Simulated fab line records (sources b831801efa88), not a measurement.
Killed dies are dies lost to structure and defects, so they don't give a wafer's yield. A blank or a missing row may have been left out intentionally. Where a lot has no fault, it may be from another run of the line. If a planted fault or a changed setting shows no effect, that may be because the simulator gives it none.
A struck lot beside a sound one || flow sky130 || 15 steps out of a route of 708
Sound: these wafers, L920.3, L920.4, L920.5. Struck: wafer L933.3. (L933.2 of the same lot was not struck and is left out.) The cause comes at the end.
Order at every step that has rows: each side's tool, ch and its chambers, its first start. Under that, the readings that differ: sound wafers || struck wafers || difference of the means || sigmas: that difference in standard deviations of wafers without a fault.
alike: same words and numbers on both sides, and readings whose means sit less than 2 such deviations apart. not compared: any withheld reading, any reading some wafer has no value for, any bound like >300 that may hide the same value, and any number with overlapping values for which the record gives no deviation.
Wherever a step has rows on one side only, a row that says differs or no value, or a row with sigmas, the two part there. Numbers that don't overlap but have no deviation are shown without sigmas and don't part them. A reading missing from all wafers of one side parts the sides only when that side holds two or more wafers.

SKY_METAL2_STRIP_20: strips in O2/N2.
  sound on plasma asher-02 ch 0,1, day 36 03:33; struck on plasma asher-02 ch 1, day 41 05:41
  alike: chamber pressure mTorr, drypump motor current A, oes product au, strip time to endpoint s
  not compared: rf hours counter h
then, 4 steps without rows for these wafers: SKY_METAL2_STRIP_21 (strips in post etch residue remover, time 1200 s); SKY_METAL2_CLEAN_22 (cleans in IPA, time 180 s); SKY_METAL2_CLEAN_23 (cleans in O3/DIW); SKY_VIA2_HDPCVD_00 (deposits SiO2, target thk 1180 nm, time 196.7 s).
SKY_VIA2_THK_MEAS_01:
  sound: film metro-03 at day 36 04:22; struck: film metro-04 at day 41 06:25
  alike: VIA2_HDPCVD_THK
SKY_VIA2_CMP_02: polishes SiO2.
  sound on cmp-02 ch 0,1,3, day 36 04:30; struck on cmp-02 ch 1, day 41 06:31
  alike: motor current A
SKY_VIA2_BOW_MEAS_03:
  sound: film metro-04 at day 36 04:44; struck: film metro-04 at day 41 06:47
{"reading": "VIA2_BOW (um)", "sound": "78 87 80", "struck": 98, "difference": "+16", "sigmas": "+2"}
then, 4 steps without rows for these wafers: SKY_VIA2_DEHYDRATE_04 (time 60 s); SKY_VIA2_HMDS_05 (prime time 60 s); SKY_VIA2_COAT_06 (resist thk 60 nm); SKY_VIA2_COAT_07 (resist thk 450 nm).
SKY_VIA2_SOFTBAKE_08: time 90 s.
  sound on litho track-01 ch 0, day 36 16:00; struck on litho track-04 ch 0, day 41 20:00
{"reading": "run length s (s)", "sound": "119.47 119.27 119.36", "struck": 121.62, "difference": "+2.25", "sigmas": "+10"}
then, 1 step without rows for these wafers: SKY_VIA2_EXPOSE_09 (exposes mask VIM2, target cd 200 nm).
-- the record jumps here: 9 days lie between the struck wafers' starts before and after (it left off in module VIA2 and takes up again in module PAD_OPEN, whose first step shown is number 708 of the route) --
SKY_PAD_OPEN_PROBE_99:
  sound: prober-02 at day 46 16:08; struck: prober-01 at day 50 09:13
  alike: defect limited yield, killed_at_M0_to_M3, killed_at_M4_up, killed at contacts, killed at front end, killed at other, killed dies, killed open, killed short, sort_bin_3_pad_short, sort_bin_5_function, sort_bin_6_memory, sort n pass, sort yield pct
  not compared: hold

== WHERE THEY PART ==
At SKY_VIA2_BOW_MEAS_03 first; at SKY_VIA2_SOFTBAKE_08 last (within this record only). Later steps at which nothing parts them and some readings are alike: SKY_PAD_OPEN_PROBE_99.

WHY: whatever the simulator had introduced
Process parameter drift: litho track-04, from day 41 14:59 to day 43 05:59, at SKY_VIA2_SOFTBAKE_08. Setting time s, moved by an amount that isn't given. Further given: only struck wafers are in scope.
